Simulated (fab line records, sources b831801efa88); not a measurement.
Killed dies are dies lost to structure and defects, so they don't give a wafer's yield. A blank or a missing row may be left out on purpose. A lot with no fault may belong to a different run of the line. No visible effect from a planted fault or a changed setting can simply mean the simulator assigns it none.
Which tool did it?    flow sky130    18 wafers sampled from 6 lots at 1 step of a route of 708

## WHAT THE GAUGES SHOWED, per wafer
SKY_FIELD_ISO_CD_MEAS_13: the cd target is 150 nm.
lot   measured     on         cd_nm (nm)
L512  day 2 10:18  cd_sem-01  150.3 149.8 149.8
L521  day 4 09:25  cd_sem-01  151.7 152.0 150.9
L523  day 4 20:19  cd_sem-01  151.2 150.9 150.7
L529  day 6 01:23  cd_sem-01  150.0 150.1 148.9
L532  day 6 18:59  cd_sem-01  148.7 148.5 148.8
L534  day 7 06:02  cd_sem-02  150.0 149.5 149.9

## TOOL THAT RAN EACH LOT (tool first, then ch and the chambers of the sampled wafers, then the start)
The record shows no process step preceding these readings.

## THE ANSWER, worked out from the rows above alone
Rule: usual is defined by the lots themselves. The widest of any qualifying gaps counts: lots, ordered by their means at a reading, are off when they make up no more than a third of the lots, leave a main group of 4 or more, and stand apart from it by 3 or more times the standard deviation of that group's means. The tables above print the reading to a certain number of digits; a main group whose means all agree to those digits is not used. Also off: a lot with no number at a reading for which 4 or more lots have one. Where the step has rows for the other lots, those lots are counted as sound.
Across all readings shown, no lot is off: no conclusion can be drawn from this.

## WHAT THE SIMULATOR PUT IN
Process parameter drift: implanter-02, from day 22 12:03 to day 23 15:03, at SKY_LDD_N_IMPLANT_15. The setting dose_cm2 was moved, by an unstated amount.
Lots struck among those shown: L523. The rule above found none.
